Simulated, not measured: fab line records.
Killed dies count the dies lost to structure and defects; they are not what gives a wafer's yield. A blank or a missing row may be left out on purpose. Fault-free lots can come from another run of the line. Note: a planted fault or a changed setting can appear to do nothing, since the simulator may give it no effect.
Struck lot and sound lot, side by side    flow sky130    43 out of 708 route steps
Sound: wafers L137.1, L137.4, L137.6. The struck wafers were L149.1, L149.2, L149.4. The cause is given at the end.
Per side, at each step with rows, come the tool, then ch with its chambers, and then its first start. Under that, the readings that differ: sound wafers    struck wafers    difference of the means    sigmas: that difference in standard deviations of wafers without a fault.
alike: same words and numbers on both sides, and readings whose means sit less than 2 such deviations apart. not compared: any withheld reading, any reading some wafer has no value for, any bound like >300 that may hide the same value, and any number with overlapping values for which the record gives no deviation.
A row with sigmas, a row that says differs or no value, or rows on one side alone: a step with any of these is where the two part. When numbers do not overlap yet have no deviation, they are printed without sigmas and do not part them. A reading missing from all wafers of one side parts the sides only when that side holds two or more wafers.

first, 3 steps without rows for these wafers: SKY_VIA2_EXPOSE_09 (exposes mask VIM2, target cd 200 nm); SKY_VIA2_PEB_10; SKY_VIA2_DEVELOP_11 (develop time 60 s).
SKY_VIA2_CD_MEAS_12 targets a cd of 200 nm.
  struck on cd-sem-02, day 41 22:04; sound on cd-sem-02, day 38 18:10
  alike: cd-nm
SKY_VIA2_OVL_MEAS_13:
  struck on overlay-02, day 41 22:11; sound on overlay-02, day 38 18:17
  alike: VIA2_OVL
then, 1 step without rows for these wafers: SKY_VIA2_ETCH_14 (etches BARC in N2/H2, stops on SiO2, time 45.9 s, target depth 60 nm).
SKY_VIA2_ETCH_15: etches SiO2 in C4F8/O2/Ar, stops on TiN, target depth 546 nm, time 84 s.
  sound on rie-diel-01 ch 0,2, day 38 18:22; struck on rie-diel-03 ch 0,1,3, day 41 22:16
  alike: oes-product-au
  not compared: rf-hours-counter-h
then, 4 steps without rows for these wafers: SKY_VIA2_STRIP_16 (strips in O2/N2); SKY_VIA2_STRIP_17 (strips in post etch residue remover, time 1200 s); SKY_VIA2_CLEAN_18 (cleans in IPA, time 180 s); SKY_VIA2_CLEAN_19 (cleans in O3/DIW).
SKY_VIA2_SPUTTER_20: material TiN, target thk 20 nm, time 80 s.
  struck on pvd-sputter-03, day 41 22:55; sound on pvd-sputter-03, day 38 19:02
  alike: throttle-valve-pct
SKY_VIA2_CVD_21: deposits W, target thk 420 nm, time 126.4 s.
  sound on cvd-w-01 ch 1, day 38 19:05; struck on cvd-w-01 ch 0,1, day 41 22:59
  alike: heater-power-w
SKY_VIA2_RS_MEAS_22: measures by four-point-probe.
  struck on film-metro-04, day 41 23:07; sound on film-metro-03, day 38 19:13
  alike: VIA2_W_RS
SKY_VIA2_THK_MEAS_23: measures by xrf.
  struck on film-metro-04, day 41 23:14; sound on film-metro-03, day 38 19:20
  alike: VIA2_W_THK
then, 2 steps without rows for these wafers: SKY_VIA2_CMP_24 (polishes, stops on SiO2, t overpolish 20 s, target thk 0 nm); SKY_METAL3_SPUTTER_00 (material Ti, target thk 15 nm, time 10 s).
SKY_METAL3_SPUTTER_01: material TiN, target thk 20 nm, time 16.7 s.
  struck on pvd-sputter-01, day 41 23:37; sound on pvd-sputter-04, day 38 19:43
  alike: throttle-valve-pct
SKY_METAL3_SPUTTER_02: material AlCu, target thk 735 nm, time 39.1 s.
  struck on pvd-sputter-01, day 41 23:38; sound on pvd-sputter-04, day 38 19:45
  alike: throttle-valve-pct
then, 1 step without rows for these wafers: SKY_METAL3_SPUTTER_03 (material Ti, target thk 5 nm, time 3.3 s).
SKY_METAL3_SPUTTER_04: material TiN, target thk 70 nm, time 58.3 s.
  struck on pvd-sputter-01, day 41 23:42; sound on pvd-sputter-04, day 38 19:48
  alike: throttle-valve-pct
then, 1 step without rows for these wafers: SKY_CAPM_CVD_00 (deposits SiO2, target thk 15.5 nm).
SKY_CAPM_THK_MEAS_01:
  struck on film-metro-02, day 41 23:46; sound on film-metro-03, day 38 19:53
  alike: CAPM_CVD_00_THK
then, 1 step without rows for these wafers: SKY_CAPM_SPUTTER_02 (material TiN, target thk 200 nm, time 166.7 s).
SKY_CAPM_RS_MEAS_03: measures by four-point-probe.
  struck on film-metro-03, day 41 23:56; sound on film-metro-02, day 38 20:04
  alike: CAPM_TIN_RS
SKY_CAPM_THK_MEAS_04: measures by xrf.
  struck on film-metro-03, day 42 00:04; sound on film-metro-02, day 38 20:11
  alike: CAPM_TIN_THK
then, 7 steps without rows for these wafers: SKY_CAPM_DEHYDRATE_05 (time 60 s); SKY_CAPM_HMDS_06 (prime time 60 s); SKY_CAPM_COAT_07 (resist thk 1140 nm); SKY_CAPM_SOFTBAKE_08 (time 60 s); SKY_CAPM_EXPOSE_09 (exposes mask CAPM, target cd 1000 nm); SKY_CAPM_PEB_10; SKY_CAPM_DEVELOP_11 (develop time 60 s).
SKY_CAPM_OVL_MEAS_12:
  struck on overlay-02, day 42 22:58; sound on overlay-01, day 39 20:14
reading        sound          struck       difference  sigmas
CAPM_OVL (nm)  0.3 -1.1 -1.4  2.0 2.4 2.2  +2.9        +2
then, 8 steps without rows for these wafers: SKY_CAPM_METAL_ETCH_13 (etches TiN in Cl2/BCl3, stops on SiO2, target depth 220 nm, time 62.9 s); SKY_CAPM_STRIP_14 (strips in O2/N2); SKY_CAPM_STRIP_15 (strips in post etch residue remover, time 1200 s); SKY_CAPM_CLEAN_16 (cleans in IPA, time 180 s); SKY_CAPM_CLEAN_17 (cleans in O3/DIW); SKY_METAL3_DEHYDRATE_05 (time 60 s); SKY_METAL3_HMDS_06 (prime time 60 s); SKY_METAL3_COAT_07 (resist thk 60 nm).
-- the record jumps here: 7 days lie between the struck wafers' starts before and after (it left off in module METAL3 and takes up again in module PAD_OPEN, whose first step shown is number 708 of the route) --
SKY_PAD_OPEN_PROBE_99:
  struck on prober-02, day 49 21:13; sound on prober-02, day 47 14:04
reading                                sound                 struck             difference  sigmas
defect-limited-yield (%)               83.7 82.9 84.1        76.0 76.0 74.4     -8.1        -4
killed_at_M0_to_M3                     32 48 47              93 72 99           +46         +7
killed-dies                            80 84 78              118 118 126        +40         +4
sort_bin_3_pad_short (%)               0.6 0.6 0.6           2.6 2.6 2.6        +2.0        +5
sort_bin_5_function (%)                10.2 10.0 10.0        15.4 14.6 15.9     +5.2        +3
sort-n-pass                            412 408 414           374 374 366        -40         -4
sort-yield-pct (%)                     83.7 82.9 84.1        76.0 76.0 74.4     -8.1        -4
model.etest.tester.sort-n-pass         412 408 414           374 374 366        -40         
model.etest.tester.sort-yield-pct (%)  83.74 82.93 84.15     76.02 76.02 74.39  -8.13       
model.etest.tester.sort_bin_5_pct (%)  10.16 9.959 9.959     15.45 14.63 15.85  +5.28       
model.etest.tester.sort_bin_3_pct (%)  0.6098 0.6098 0.6098  2.642 2.642 2.642  +2.032      
  alike: killed_at_M4_up, killed-at-contacts, killed-at-front-end, killed-at-other, killed-open, killed-short, sort_bin_6_memory

WHERE THEY PART
Earliest at SKY_CAPM_OVL_MEAS_12; latest, in this record, at SKY_PAD_OPEN_PROBE_99.

WHY: whatever the simulator had introduced
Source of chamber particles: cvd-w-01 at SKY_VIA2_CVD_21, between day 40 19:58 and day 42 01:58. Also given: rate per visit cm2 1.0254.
